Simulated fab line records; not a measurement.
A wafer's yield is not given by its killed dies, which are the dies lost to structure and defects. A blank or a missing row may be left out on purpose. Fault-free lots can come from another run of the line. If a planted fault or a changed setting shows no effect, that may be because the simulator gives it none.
fab line records    flow sfq_line
[record] lots = 14  wafers = 42  last_day = 83
route steps=325 shown M0@41 I1@80 I2@105 M3@119
lots that met no fault: from a run of the same line without faults
start_h: hours from the record's opening day to when the first of the lot's shown wafers began    wait_h: time in hours since the lot's previous step    " repeats the value in the row above    L1.1+2: one row covering several wafers at once    - no value, or no start given    * or withheld: withheld    < > ~ a bound
route shown NAME@n: names a module that has steps shown in the file, with the first one's number in the route    usual: mean/standard deviation of fault-free wafers    same: alike in all rows    chamber/n: place in a boat    sites: readings site by site    _std_site: how widely they spread, as a standard deviation    _edge_site: the outer-site mean with the inner-site mean subtracted    radius_mm: for every site, how far away it sits from the centre of the wafer    mask NAME#n: copy n    behind: the most recent tool/chamber to have shaped the wafer    hold: reason for holding the lot/hours on hold/outcome of the hold    device: transistor that didn't switch, given as n, p or np    end of line: tests of these same wafers at the route's end    where a step has no rows: the recipe by itself    killed: count of dies lost to structure and defects at first sort (not the wafer's yield)    map: the dies of a wafer, with x for killed, . for not killed, _ for no die there
set.NAME: setting as actually run; set.NAME@STEP: the setting as run at that earlier step    model.NAME: the simulator's own value behind a step, which no gauge read
one table for each step of the route and one row for each wafer, over a sample of lots
services: a tool's chamber out of use, with start hour (start_h, from the record's first day; less than 0 if before it), hours out, and reason
[[steps]]
[step SFQ_TRILAYER_M0_STRIP_STRIP_025]
[recipe] gas = O2  power_w = 200  platen_temp_c = 40  overash_fraction = 0.65  chemistry = O2  pressure_mtorr = 50
[usual] chamber_pressure_mTorr = 50.00/0.046  drypump_motor_current_A = 5.28/0.16  oes_product_au = 0.998/0.0078
[same] overash_fraction = 0.65
lot.wafer  tool          chamber  start_h  wait_h  chamber_pressure_mTorr  drypump_motor_current_A  oes_product_au  rf_hours_counter_h
L887.3     rie_metal-02  1        189.73   0.2     50.00                   5.26                     1.007           -
L887.4     "             0        "        "       50.01                   5.30                     1.003           -
L887.6     "             1        "        "       49.92                   5.27                     1.009           -
L888.3     rie_metal-04  0        195.86   0.3     50.01                   5.06                     1.005           -
L888.4     "             1        "        "       49.97                   5.41                     1.006           -
L888.5     "             1        "        "       50.09                   5.44                     0.988           -
L889.1     rie_metal-04  0        201.59   0.1     50.05                   5.04                     1.008           111
L889.3     "             0        "        "       50.01                   5.02                     1.007           -
L889.4     "             1        "        "       49.99                   5.42                     0.995           -
L893.4     rie_metal-02  0        239.93   0.2     50.03                   5.27                     0.990           -
L893.5     "             0        "        "       50.02                   5.28                     0.981           -
L893.6     "             1        "        "       50.04                   5.29                     0.991           -
L897.2     rie_metal-04  1        268.53   0.1     50.00                   5.43                     1.002           162
L897.3     "             0        "        "       50.00                   5.03                     1.006           -
L897.5     "             1        "        "       49.96                   5.45                     0.997           -
L898.2     rie_metal-02  0        272.13   0.1     50.01                   5.28                     0.994           66
L898.3     "             0        "        "       49.91                   5.28                     1.003           -
L898.5     "             1        "        "       49.97                   5.25                     0.988           -
L899.1     rie_metal-02  0        279.33   0.1     50.00                   5.26                     0.996           68
L899.3     "             1        "        "       50.05                   5.26                     0.999           -
L899.4     "             0        "        "       49.96                   5.26                     1.004           -
L902.3     rie_metal-01  1        291.53   0.2     49.92                   5.62                     1.005           -
L902.4     "             0        "        "       50.02                   5.22                     1.004           -
L902.6     "             0        "        "       50.04                   5.19                     0.998           -
L903.3     rie_metal-01  1        299.13   0.2     50.02                   5.61                     1.016           -
L903.5     "             1        "        "       50.02                   5.61                     1.007           -
L903.6     "             0        "        "       49.95                   5.20                     1.000           -
L904.1     rie_metal-04  0        307.33   0.1     50.00                   5.05                     0.999           132
L904.3     "             1        "        "       49.94                   5.45                     0.994           -
L904.4     "             0        "        "       50.09                   5.04                     1.003           -
L905.2     rie_metal-02  1        318.98   0.1     50.00                   5.28                     0.991           126
L905.3     "             0        "        "       50.05                   5.29                     1.006           -
L905.4     "             1        "        "       50.02                   5.28                     0.986           -
L906.3     rie_metal-04  1        324.16   0.2     50.00                   5.45                     0.999           -
L906.4     "             0        "        "       50.01                   5.01                     1.010           -
L906.5     "             0        "        "       50.01                   5.01                     1.009           -
L907.2     rie_metal-04  1        326.26   0.1     50.05                   5.48                     1.003           174
L907.4     "             0        "        "       50.10                   5.04                     0.999           -
L907.5     "             1        "        "       50.05                   5.46                     1.001           -
L909.1     rie_metal-02  1        345.46   0.1     50.05                   5.26                     0.988           131
L909.3     "             1        "        "       50.06                   5.25                     0.989           -
L909.5     "             1        "        "       49.96                   5.24                     0.993           -
[step SFQ_TRILAYER_I1_VIA_LITHO_EXPOSE_050]
[recipe] mask_id = I1  na = 0.6  source_shape = conventional  sigma_outer = 0.65  target_cd_nm = 500  dose_mj = 21.3
[usual] exposure_dose_mJ_cm2 = 21.299/0.021  focus_offset_nm = -0.1/0.49
lot.wafer  tool            chamber  start_h  wait_h  mask  exposure_dose_mJ_cm2  focus_offset_nm
L887.3     krf_scanner-01  0        431.71   -       I1#0  21.288                -0.2
L887.4     "               0        "        "       I1#0  21.287                -0.4
L887.6     "               0        "        "       I1#0  21.296                -0.2
L888.3     krf_scanner-01  0        441.41   -       I1#0  21.309                0.1
L888.4     "               0        "        "       I1#0  21.325                -0.1
L888.5     "               0        "        "       I1#0  21.296                0.9
L889.1     krf_scanner-01  0        448.21   -       I1#0  21.301                -0.1
L889.3     "               0        "        "       I1#0  21.280                -0.7
L889.4     "               0        "        "       I1#0  21.279                -0.6
L893.4     krf_scanner-01  0        504.52   -       I1#0  21.312                0.5
L893.5     "               0        "        "       I1#0  21.309                -0.6
L893.6     "               0        "        "       I1#0  21.333                -0.3
L897.2     krf_scanner-01  0        556.92   -       I1#0  21.282                0.0
L897.3     "               0        "        "       I1#0  21.292                -1.0
L897.5     "               0        "        "       I1#0  21.289                0.1
L898.2     krf_scanner-01  -        560.52   -       I1#0  -                     -
L898.3     "               -        "        "       I1#0  -                     -
L898.5     "               -        "        "       I1#0  -                     -
L899.1     krf_scanner-01  -        565.12   -       I1#0  -                     -
L899.3     "               -        "        "       I1#0  -                     -
L899.4     "               -        "        "       I1#0  -                     -
L902.3     krf_scanner-01  0        594.74   -       I1#0  21.312                -0.8
L902.4     "               0        "        "       I1#0  21.293                -1.0
L902.6     "               0        "        "       I1#0  21.286                -1.2
L903.3     krf_scanner-01  0        599.54   -       I1#0  21.319                0.2
L903.5     "               0        "        "       I1#0  21.288                -0.4
L903.6     "               0        "        "       I1#0  21.305                -0.7
L904.1     krf_scanner-01  0        609.94   -       I1#0  21.294                1.0
L904.3     "               0        "        "       I1#0  21.304                0.3
L904.4     "               0        "        "       I1#0  21.295                0.3
L905.2     krf_scanner-01  0        621.27   -       I1#0  21.312                0.3
L905.3     "               0        "        "       I1#0  21.307                -0.8
L905.4     "               0        "        "       I1#0  21.291                0.1
L906.3     krf_scanner-01  0        628.37   -       I1#0  21.264                0.4
L906.4     "               0        "        "       I1#0  21.265                -0.2
L906.5     "               0        "        "       I1#0  21.273                -0.5
L907.2     krf_scanner-01  0        639.10   -       I1#0  21.281                -0.1
L907.4     "               0        "        "       I1#0  21.264                -0.2
L907.5     "               0        "        "       I1#0  21.289                0.7
L909.1     krf_scanner-01  0        796.62   -       I1#0  21.289                -0.5
L909.3     "               0        "        "       I1#0  21.281                0.0
L909.5     "               0        "        "       I1#0  21.293                1.4
[step SFQ_I2_BOW_MEAS_917]
[recipe] mode = bow
[usual] I2_BOW = 2/7.8
lot.wafer  tool           chamber  start_h  wait_h  I2_BOW[um]
L887.3     film_metro-03  -        470.51   1.5     3
L887.4     "              -        "        "       8
L887.6     "              -        "        "       4
L888.3     film_metro-01  -        476.51   1.0     7
L888.4     "              -        "        "       11
L888.5     "              -        "        "       -5
L889.1     film_metro-03  -        491.69   1.0     -8
L889.3     "              -        "        "       13
L889.4     "              -        "        "       20
L893.4     film_metro-03  -        533.98   2.6     7
L893.5     "              -        "        "       0
L893.6     "              -        "        "       -4
L897.2     film_metro-03  -        583.92   1.0     9
L897.3     "              -        "        "       -4
L897.5     "              -        "        "       1
L898.2     film_metro-01  -        586.92   1.0     8
L898.3     "              -        "        "       6
L898.5     "              -        "        "       -4
L899.1     film_metro-04  -        592.90   2.0     19
L899.3     "              -        "        "       24
L899.4     "              -        "        "       7
L902.3     film_metro-03  -        616.94   1.0     -16
L902.4     "              -        "        "       -18
L902.6     "              -        "        "       3
L903.3     film_metro-04  -        625.04   2.5     11
L903.5     "              -        "        "       -4
L903.6     "              -        "        "       0
L904.1     film_metro-03  -        637.90   2.0     8
L904.3     "              -        "        "       12
L904.4     "              -        "        "       -1
L905.2     film_metro-04  -        643.92   1.0     6
L905.3     "              -        "        "       2
L905.4     "              -        "        "       4
L906.3     film_metro-03  -        655.94   2.0     3
L906.4     "              -        "        "       4
L906.5     "              -        "        "       5
L907.2     film_metro-04  -        664.92   1.0     -8
L907.4     "              -        "        "       1
L907.5     "              -        "        "       -5
L909.1     film_metro-01  -        810.91   1.5     -7
L909.3     "              -        "        "       -7
L909.5     "              -        "        "       5
[step SFQ_TRILAYER_M3_DEP_SPUTTER_073]
[recipe] material = Nb  base_pressure_pa = 1.33e-06  chamber_pressure_pa = 0.1333  substrate_temp_c = 20  resputter_cathode_voltage_v = 400  target_thk_nm = 200  power_w = 2000  time_s = 133.3
[usual] throttle_valve_pct = 29.8/0.83
lot.wafer  tool            chamber  start_h  wait_h  throttle_valve_pct
L887.3     pvd_sputter-06  -        625.56   0.0     28.8
L887.4     "               -        "        "       30.4
L887.6     "               -        "        "       29.0
L888.3     pvd_sputter-05  -        632.59   0.0     28.4
L888.4     "               -        "        "       30.4
L888.5     "               -        "        "       29.8
L889.1     pvd_sputter-03  -        644.79   0.0     30.7
L889.3     "               -        "        "       30.3
L889.4     "               -        "        "       29.8
L893.4     pvd_sputter-06  -        687.75   0.0     28.5
L893.5     "               -        "        "       28.7
L893.6     "               -        "        "       30.5
L897.2     pvd_sputter-06  -        735.27   0.0     30.4
L897.3     "               -        "        "       30.8
L897.5     "               -        "        "       30.6
L898.2     pvd_sputter-05  -        736.47   0.0     29.6
L898.3     "               -        "        "       30.3
L898.5     "               -        "        "       30.4
L899.1     pvd_sputter-03  -        744.47   0.0     30.4
L899.3     "               -        "        "       28.9
L899.4     "               -        "        "       30.4
L902.3     pvd_sputter-03  -        764.79   0.0     30.5
L902.4     "               -        "        "       28.8
L902.6     "               -        "        "       30.4
L903.3     pvd_sputter-05  -        771.42   0.0     30.0
L903.5     "               -        "        "       30.2
L903.6     "               -        "        "       29.9
L904.1     pvd_sputter-05  -        782.19   0.0     28.2
L904.3     "               -        "        "       30.2
L904.4     "               -        "        "       29.6
L905.2     pvd_sputter-03  -        788.22   0.0     28.4
L905.3     "               -        "        "       29.9
L905.4     "               -        "        "       30.6
L906.3     pvd_sputter-03  -        800.92   0.0     30.3
L906.4     "               -        "        "       30.7
L906.5     "               -        "        "       29.5
L907.2     pvd_sputter-03  -        812.01   0.0     30.6
L907.4     "               -        "        "       28.8
L907.5     "               -        "        "       30.3
L909.1     pvd_sputter-05  -        816.79   0.0     29.8
L909.3     "               -        "        "       30.4
L909.5     "               -        "        "       29.7
[[services]]
tool            chamber  start_h  hours  kind
krf_scanner-01  -        193.14   11.6   pm
krf_scanner-01  -        223.05   0.4    repair
krf_scanner-01  -        234.79   0.7    repair
krf_scanner-01  -        257.49   1.3    pm
pvd_sputter-03  -        292.65   3.2    repair
krf_scanner-01  -        295.99   0.8    pm
pvd_sputter-03  -        297.57   3.6    repair
rie_metal-04    -        306.02   0.2    repair
rie_metal-02    0        312.35   1.2    repair
krf_scanner-01  -        327.94   1.0    pm
krf_scanner-01  -        361.31   0.4    repair
krf_scanner-01  -        433.71   1.3    pm
krf_scanner-01  -        449.73   0.1    repair
krf_scanner-01  -        465.01   0.8    pm
krf_scanner-01  -        475.36   3.6    pm
krf_scanner-01  -        496.92   1.0    pm
krf_scanner-01  -        498.34   0.2    repair
krf_scanner-01  -        579.52   4.0    pm
krf_scanner-01  -        608.64   1.3    pm
krf_scanner-01  -        612.34   1.5    pm
krf_scanner-01  -        665.92   1.0    pm
krf_scanner-01  -        693.81   0.2    repair
krf_scanner-01  -        748.37   21.0   pm
krf_scanner-01  -        784.54   1.3    pm
[[key]]
[first_sign] step = SFQ_TRILAYER_I1_VIA_LITHO_EXPOSE_050  reading = tool_record  direction = missing
effect none on later readings
met_at SFQ_TRILAYER_I1_VIA_LITHO_EXPOSE_050
struck_lots L898,L899
not_acting_at SFQ_TRILAYER_M0_STRIP_STRIP_025,SFQ_I2_BOW_MEAS_917,SFQ_TRILAYER_M3_DEP_SPUTTER_073
onset_between 556.92 560.52
[fault] kind = skipped_step_whole  tool = krf_scanner-01  chamber = -  onset_h = 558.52  steps = SFQ_TRILAYER_I1_VIA_LITHO_EXPOSE_050  scope = struck_lots_only
